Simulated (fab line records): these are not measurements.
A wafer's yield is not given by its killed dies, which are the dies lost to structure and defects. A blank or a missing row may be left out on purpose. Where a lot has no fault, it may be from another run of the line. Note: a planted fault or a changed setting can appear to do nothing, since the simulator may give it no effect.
Which tool did it? :: flow gf180mcu :: 39 wafers from 13 lots sampled at 2 of the route's 602 steps

WHAT THE GAUGES READ, wafer by wafer
GF_V1_RS_MEAS_24: measures by four-point-probe.
lot: L494
measured: day 18 14:10
on: film_metro-01
V1_W_RS (ohm/sq): 0.336 0.329 0.336

lot: L495
measured: day 18 20:41
on: film_metro-04
V1_W_RS (ohm/sq): 0.328 0.329 0.328

lot: L496
measured: day 19 10:29
on: film_metro-04
V1_W_RS (ohm/sq): 0.329 0.325 0.332

lot: L497
measured: day 20 01:59
on: film_metro-01
V1_W_RS (ohm/sq): 0.326 0.320 0.324

lot: L498
measured: day 20 02:43
on: film_metro-01
V1_W_RS (ohm/sq): 0.329 0.330 0.326

lot: L499
measured: day 20 09:18
on: film_metro-03
V1_W_RS (ohm/sq): 0.323 0.330 0.325

lot: L504
measured: day 22 09:52
on: film_metro-04
V1_W_RS (ohm/sq): 0.332 0.329 0.330

lot: L505
measured: day 22 15:44
on: film_metro-03
V1_W_RS (ohm/sq): 0.323 0.326 0.323

lot: L512
measured: day 25 04:04
on: film_metro-03
V1_W_RS (ohm/sq): 0.324 0.324 0.326

lot: L513
measured: day 25 14:46
on: film_metro-03
V1_W_RS (ohm/sq): 0.322 0.323 0.329

lot: L515
measured: day 26 01:10
on: film_metro-04
V1_W_RS (ohm/sq): 0.325 0.323 0.325

lot: L514
measured: day 26 02:13
on: film_metro-04
V1_W_RS (ohm/sq): 0.331 0.336 0.337

lot: L516
measured: day 26 09:23
on: film_metro-03
V1_W_RS (ohm/sq): 0.323 0.318 0.322

WHICH TOOL RAN EACH LOT (tool, then ch and the chambers of the sampled wafers, then the start)
lot: L494
GF_CONTACT_SPUTTER_23: pvd_sputter-02, day 16 11:49

lot: L495
GF_CONTACT_SPUTTER_23: pvd_sputter-02, day 16 17:23

lot: L496
GF_CONTACT_SPUTTER_23: pvd_sputter-01, day 17 07:19

lot: L497
GF_CONTACT_SPUTTER_23: pvd_sputter-04, day 17 21:10

lot: L498
GF_CONTACT_SPUTTER_23: pvd_sputter-01, day 17 22:50

lot: L499
GF_CONTACT_SPUTTER_23: pvd_sputter-04, day 18 04:55

lot: L504
GF_CONTACT_SPUTTER_23: pvd_sputter-02, day 20 05:55

lot: L505
GF_CONTACT_SPUTTER_23: pvd_sputter-04, day 20 11:49

lot: L512
GF_CONTACT_SPUTTER_23: pvd_sputter-01, day 23 04:04

lot: L513
GF_CONTACT_SPUTTER_23: pvd_sputter-04, day 23 14:46

lot: L515
GF_CONTACT_SPUTTER_23: pvd_sputter-02, day 24 01:37

lot: L514
GF_CONTACT_SPUTTER_23: pvd_sputter-01, day 24 03:00

lot: L516
GF_CONTACT_SPUTTER_23: pvd_sputter-04, day 24 11:54
- GF_CONTACT_SPUTTER_23: material TiN, target thk 10 nm, time 40 s.

AS READ BY THE TOOLS THEMSELVES (means over the sampled wafers that have a number; for cases with no such wafer, the mark the record gives instead)
GF_CONTACT_SPUTTER_23.
lot: L494
tool: pvd_sputter-02
chamber_pressure_pa (Pa): 5.004
throttle_valve_pct (%): 29.5

lot: L495
tool: pvd_sputter-02
chamber_pressure_pa (Pa): 5.000
throttle_valve_pct (%): 29.9

lot: L496
tool: pvd_sputter-01
chamber_pressure_pa (Pa): 5.005
throttle_valve_pct (%): 29.5

lot: L497
tool: pvd_sputter-04
chamber_pressure_pa (Pa): 5.011
throttle_valve_pct (%): 29.6

lot: L498
tool: pvd_sputter-01
chamber_pressure_pa (Pa): 5.008
throttle_valve_pct (%): 29.5

lot: L499
tool: pvd_sputter-04
chamber_pressure_pa (Pa): 5.002
throttle_valve_pct (%): 30.0

lot: L504
tool: pvd_sputter-02
chamber_pressure_pa (Pa): 5.011
throttle_valve_pct (%): 30.5

lot: L505
tool: pvd_sputter-04
chamber_pressure_pa (Pa): 4.999
throttle_valve_pct (%): 30.2

lot: L512
tool: pvd_sputter-01
chamber_pressure_pa (Pa): 5.003
throttle_valve_pct (%): 30.5

lot: L513
tool: pvd_sputter-04
chamber_pressure_pa (Pa): 5.000
throttle_valve_pct (%): 30.0

lot: L515
tool: pvd_sputter-02
chamber_pressure_pa (Pa): 5.003
throttle_valve_pct (%): 29.1

lot: L514
tool: pvd_sputter-01
chamber_pressure_pa (Pa): 5.001
throttle_valve_pct (%): 30.4

lot: L516
tool: pvd_sputter-04
chamber_pressure_pa (Pa): 5.009
throttle_valve_pct (%): 29.6

THE ANSWER, worked out from the rows above alone
Rule: usual is defined by the lots themselves. Put in order of their means at a reading, lots are off if they are a third of the lots or fewer, leave a main group of 4 or more, and stand apart from it by a gap of 3 or more times the standard deviation of the main group's means; of several such gaps the widest counts. A main group whose means are all the same, to the digits that the tables above print for the reading, isn't used. A lot without any number at a reading at which 4 lots or more have one is off too. Where the step has rows for the other lots, those lots are counted as sound. The gauges are gone through in route order, then the tools' own readings, and for those a lot's mean is taken as printed above. At the first step where some lot is off, the reading lying furthest off is the one used; lots without a number count as furthest.
Nothing can be told from this: no lot is off at any reading shown.

WHAT THE SIMULATOR HAD INSERTED
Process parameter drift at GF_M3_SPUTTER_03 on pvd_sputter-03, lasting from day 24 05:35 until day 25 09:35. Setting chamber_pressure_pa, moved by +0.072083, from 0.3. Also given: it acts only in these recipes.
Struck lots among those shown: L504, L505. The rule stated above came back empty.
